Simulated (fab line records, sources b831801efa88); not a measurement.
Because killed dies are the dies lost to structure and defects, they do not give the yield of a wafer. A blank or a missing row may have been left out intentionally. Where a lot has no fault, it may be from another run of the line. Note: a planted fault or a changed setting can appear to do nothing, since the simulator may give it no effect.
Comparing a struck lot with a sound one | flow sfqLine | 14 out of 325 route steps
Sound: wafers L544.3, L544.4, L544.5. Struck: wafer L550.1. (L550.4, L550.6 of the same lot were not struck and are left out.) The cause comes at the end.
At each step with rows: each side's tool, then ch and its chambers, then its first start. Under that, the readings that differ: sound wafers | struck wafers | difference of the means | sigmas: that difference in standard deviations of wafers without a fault.
alike: words and numbers the same on both sides, and readings whose means are apart by under 2 such deviations; not compared: readings that were withheld, readings missing a value for some wafer, numbers with overlapping values and no deviation given by the record, and bounds like >300 which may hide the same value.
The two part at a step that has a row with sigmas, a row that says differs or no value, or rows on one side only. When numbers do not overlap yet have no deviation, they are printed without sigmas and do not part them. A reading missing from all wafers of one side parts the sides only when that side holds two or more wafers.

first, 2 steps without rows for these wafers: SFQ_TRILAYER_I2_VIA_STRIP_SOLV_CLEAN_072 (cleans in NMP, time 600 s); SFQ_TRILAYER_M3_DEP_PRE_CLEAN_074 (time 22.5 s).
SFQ_TRILAYER_M3_DEP_SPUTTER_073: material Nb, target thk 200 nm, time 133.3 s.
  sound on pvdSputter-06, day 33 11:11; struck on pvdSputter-04, day 40 04:21
  alike: throttleValvePct
SFQ_M3_RS_MEAS_919: the measuring method here is four-point-probe.
  sound on filmMetro-04, day 33 11:19; struck on filmMetro-03, day 40 04:26
reading           | sound             | struck | difference | sigmas
M3_NB_RS (ohm/sq) | 0.886 0.885 0.886 | 0.912  | +0.026     | +3
then, 6 steps without rows for these wafers: SFQ_TRILAYER_M3_LITHO_COAT_080 (resist thk 62 nm); SFQ_TRILAYER_M3_LITHO_COAT_075 (resist thk 600 nm); SFQ_TRILAYER_M3_LITHO_SOFTBAKE_079; SFQ_TRILAYER_M3_LITHO_EXPOSE_076 (exposes mask M3, target cd 500 nm); SFQ_TRILAYER_M3_LITHO_PEB_078 (peb time 60 s); SFQ_TRILAYER_M3_LITHO_DEVELOP_077 (time 60 s).
-- the record jumps here: 6 days lie between the struck wafers' starts before and after --
SFQ_M3_OVL_MEAS_921:
  sound on overlay-02, day 39 05:15; struck on overlay-02, day 46 01:11
reading     | sound    | struck | difference | sigmas
M3_OVL (nm) | 11 11 10 | -2     | -13        | -3
SFQ_TRILAYER_M3_BARC_OPEN_METAL_ETCH_100: etches BARC in O2, target depth 125 nm, time 41.7 s.
  sound on rieMetal-03 ch 0,1, day 39 05:17; struck on rieMetal-01 ch 0, day 46 01:14
reading                                            | sound             | struck | difference                   | sigmas
rfHoursCounterH (h)                                | - - -             | 123    | no value on the sound wafers | 
model.KrF_of_TRILAYER_M3_LITHO_COAT_075.thkNm (nm) | 523.2 522.9 519.9 | 531.1  | +9.1                         | 
  alike: drypumpMotorCurrentA, oesProductAu
SFQ_TRILAYER_M3_ETCH_METAL_ETCH_078: etches Nb in Cl2/Ar, stops on SiO2, target depth 240 nm, time 120 s.
  sound on rieMetal-03 ch 0,1, day 39 05:22; struck on rieMetal-01 ch 0, day 46 01:21
reading                                            | sound             | struck | difference                   | sigmas
oesProductAu (a.u.)                                | 0.893 0.900 0.898 | 0.881  | -0.016                       | -2
rfHoursCounterH (h)                                | - - -             | 124    | no value on the sound wafers | 
model.KrF_of_TRILAYER_M3_LITHO_COAT_075.thkNm (nm) | 384 382.9 379.9   | 389.8  | +7.5                         | 
  alike: drypumpMotorCurrentA
SFQ_TRILAYER_M3_STRIP_STRIP_079: strips in O2.
  sound on rieMetal-03 ch 0,1, day 39 05:40; struck on rieMetal-01 ch 0, day 46 01:36
reading             | sound | struck | difference                   | sigmas
rfHoursCounterH (h) | - - - | 124    | no value on the sound wafers | 
  alike: drypumpMotorCurrentA, oesProductAu, platenTempC

== WHERE THEY PART ==
Last at SFQ_TRILAYER_M3_STRIP_STRIP_079 as far as this record goes, first at SFQ_M3_RS_MEAS_919.

WHY: what the simulator had put in
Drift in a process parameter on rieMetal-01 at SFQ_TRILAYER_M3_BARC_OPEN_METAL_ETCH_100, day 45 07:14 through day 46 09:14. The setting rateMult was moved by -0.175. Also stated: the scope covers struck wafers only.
